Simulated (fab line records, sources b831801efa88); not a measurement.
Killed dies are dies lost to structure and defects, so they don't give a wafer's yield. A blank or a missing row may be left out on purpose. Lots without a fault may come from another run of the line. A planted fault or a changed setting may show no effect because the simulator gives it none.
Which tool did it? | flow gf180mcu | 12 lots, 36 wafers sampled, at 5 steps of a route of 602

WHAT THE GAUGES READ, wafer by wafer
GF_V1_THK_MEAS_25: measures by xrf. Usual: V1_W_THK 346 nm, standard deviation 5.6.
lot  | measured     | on            | V1_W_THK (nm) | flag
L719 | day 18 21:35 | film_metro-01 | 343 348 345   |
L720 | day 19 06:41 | film_metro-04 | 339 341 342   |
L721 | day 19 08:39 | film_metro-01 | 347 353 354   |
L722 | day 19 19:15 | film_metro-02 | 352 363 359   |
L726 | day 21 02:08 | film_metro-04 | 339 340 343   |
L728 | day 21 16:37 | film_metro-01 | 343 338 335   |
L734 | day 24 01:08 | film_metro-01 | 351 346 345   |
L735 | day 24 06:08 | film_metro-02 | 352 350 351   |
L736 | day 24 17:46 | film_metro-04 | 351 353 343   |
L737 | day 24 23:15 | film_metro-02 | 353 354 353   |
L738 | day 25 09:36 | film_metro-02 | 348 345 347   |
L739 | day 25 14:21 | film_metro-04 | 346 339 345   |

GF_M2_THK_MEAS_06: measures by xrf. Usual: M2_ALCU_THK 454 nm, standard deviation 6.5.
lot  | measured     | on            | M2_ALCU_THK (nm) | flag
L719 | day 18 22:17 | film_metro-03 | 458 449 448      |
L720 | day 19 07:23 | film_metro-02 | 442 446 456      |
L721 | day 19 09:23 | film_metro-03 | 460 454 459      |
L722 | day 19 19:58 | film_metro-04 | 443 454 444      |
L726 | day 21 02:50 | film_metro-04 | 481 448 481      |
L728 | day 21 17:19 | film_metro-03 | 477 460 481      |
L734 | day 24 01:50 | film_metro-04 | 453 445 447      |
L735 | day 24 06:50 | film_metro-04 | 456 465 457      |
L736 | day 24 18:28 | film_metro-04 | 459 458 467      |
L737 | day 24 23:58 | film_metro-04 | 459 460 453      |
L738 | day 25 10:19 | film_metro-04 | 455 460 461      |
L739 | day 25 15:03 | film_metro-04 | 461 459 459      |

WHICH TOOL RAN EACH LOT (tool, then ch and the chambers of the sampled wafers, then the start)
lot  | GF_CONTACT_SPUTTER_22        | GF_V1_CMP_26                  | GF_M2_SPUTTER_04
L719 | pvd_sputter-03, day 16 16:23 | cmp-01 ch 0,2,3, day 18 21:41 | pvd_sputter-03, day 18 22:07
L720 | pvd_sputter-01, day 17 01:14 | cmp-01 ch 1,2, day 19 06:48   | pvd_sputter-04, day 19 07:14
L721 | pvd_sputter-03, day 17 01:48 | cmp-01 ch 1,2, day 19 08:41   | pvd_sputter-02, day 19 09:12
L722 | pvd_sputter-02, day 17 13:45 | cmp-01 ch 1,3, day 19 19:20   | pvd_sputter-03, day 19 19:47
L726 | pvd_sputter-02, day 18 22:05 | cmp-02 ch 1,2,3, day 21 02:14 | pvd_sputter-03, day 21 02:40
L728 | pvd_sputter-03, day 19 15:50 | cmp-01 ch 2,3, day 21 16:39   | pvd_sputter-03, day 21 17:08
L734 | pvd_sputter-02, day 22 00:55 | cmp-02 ch 0,2,3, day 24 01:12 | pvd_sputter-04, day 24 01:41
L735 | pvd_sputter-03, day 22 05:21 | cmp-02 ch 2,3, day 24 06:12   | pvd_sputter-04, day 24 06:41
L736 | pvd_sputter-01, day 22 17:54 | cmp-02 ch 0,3, day 24 17:53   | pvd_sputter-03, day 24 18:19
L737 | pvd_sputter-03, day 23 00:21 | cmp-02 ch 0,1,3, day 24 23:21 | pvd_sputter-02, day 24 23:47
L738 | pvd_sputter-01, day 23 09:51 | cmp-02 ch 1,2, day 25 09:38   | pvd_sputter-04, day 25 10:08
L739 | pvd_sputter-01, day 23 15:40 | cmp-01 ch 0,1,3, day 25 14:26 | pvd_sputter-04, day 25 14:52
- GF_CONTACT_SPUTTER_22: material Ti, target thk 15 nm, time 80.02 s.
- GF_V1_CMP_26: polishes, stops on SiO2, t overpolish 15 s, target thk 0 nm.
- GF_M2_SPUTTER_04: material TiN, target thk 50 nm, time 41.7 s.

WHAT THE TOOLS THEMSELVES READ (means of the sampled wafers that have a number; where no wafer has one, the mark that the record gives instead)
GF_CONTACT_SPUTTER_22. Usual: substrate_temp_c 200.00 C, standard deviation 0.17; throttle_valve_pct 30.6 %, standard deviation 1.1.
lot  | tool           | substrate_temp_c (C) | throttle_valve_pct (%) | flag
L719 | pvd_sputter-03 | 199.89               | 30.2                   |
L720 | pvd_sputter-01 | 200.13               | 31.3                   |
L721 | pvd_sputter-03 | 200.00               | 30.5                   |
L722 | pvd_sputter-02 | 200.00               | 29.9                   |
L726 | pvd_sputter-02 | 200.13               | 29.5                   |
L728 | pvd_sputter-03 | 199.93               | 30.3                   |
L734 | pvd_sputter-02 | 200.05               | 30.0                   |
L735 | pvd_sputter-03 | 200.06               | 32.1                   |
L736 | pvd_sputter-01 | 199.88               | 31.3                   |
L737 | pvd_sputter-03 | 200.16               | 30.6                   |
L738 | pvd_sputter-01 | 199.85               | 31.5                   |
L739 | pvd_sputter-01 | 200.05               | 30.8                   |

GF_V1_CMP_26. Usual: motor_current_A 11.4 A, standard deviation 1; overpolish_run_s 14.999 s, standard deviation 0.0093; slurry_flow_ml_min 150.0, standard deviation 0.44; time_to_endpoint_s 83 s, standard deviation 3.7.
lot  | tool   | motor_current_A (A) | overpolish_run_s (s) | slurry_flow_ml_min | time_to_endpoint_s (s) | flag
L719 | cmp-01 | 10.4                | 15.004               | 150.0              | 85                     |
L720 | cmp-01 | 11.4                | 14.995               | 150.3              | 79                     |
L721 | cmp-01 | 10.8                | 15.005               | 149.7              | 86                     |
L722 | cmp-01 | 11.4                | 15.001               | 149.9              | 84                     |
L726 | cmp-02 | 11.7                | 14.995               | 150.6              | 81                     |
L728 | cmp-01 | 10.0                | 15.004               | 150.1              | 81                     |
L734 | cmp-02 | 11.5                | 15.003               | 149.7              | 85                     |
L735 | cmp-02 | 12.1                | 15.003               | 150.0              | 79                     |
L736 | cmp-02 | 11.8                | 15.007               | 149.5              | 85                     |
L737 | cmp-02 | 11.9                | 15.001               | 149.9              | 82                     |
L738 | cmp-02 | 11.3                | 15.001               | 149.4              | 82                     |
L739 | cmp-01 | 11.5                | 15.001               | 149.9              | 81                     |

GF_M2_SPUTTER_04. Usual: throttle_valve_pct 30.4 %, standard deviation 1.2.
lot  | tool           | throttle_valve_pct (%) | flag
L719 | pvd_sputter-03 | 31.2                   |
L720 | pvd_sputter-04 | 31.0                   |
L721 | pvd_sputter-02 | 30.0                   |
L722 | pvd_sputter-03 | 30.9                   |
L726 | pvd_sputter-03 | 29.3                   |
L728 | pvd_sputter-03 | 29.5                   |
L734 | pvd_sputter-04 | 31.3                   |
L735 | pvd_sputter-04 | 30.0                   |
L736 | pvd_sputter-03 | 29.8                   |
L737 | pvd_sputter-02 | 29.8                   |
L738 | pvd_sputter-04 | 29.7                   |
L739 | pvd_sputter-04 | 31.2                   |

THE ANSWER, worked out from the rows above alone
Rule: a lot is off if the mean of its wafers that have a number lies more than 3 standard deviations from the usual mean. A lot without any number at a reading at which 4 lots or more have one is off too. The other lots that the step has rows for count as sound. The gauges are gone through in route order, then the tools' own readings, and for those a lot's mean is taken as printed above. The first step at which some lot is off is used, and at that step the reading that is off furthest; a lot without a number counts as furthest.
No lot is off at any reading shown: from this, nothing can be told.

WHAT THE SIMULATOR HAD PUT IN
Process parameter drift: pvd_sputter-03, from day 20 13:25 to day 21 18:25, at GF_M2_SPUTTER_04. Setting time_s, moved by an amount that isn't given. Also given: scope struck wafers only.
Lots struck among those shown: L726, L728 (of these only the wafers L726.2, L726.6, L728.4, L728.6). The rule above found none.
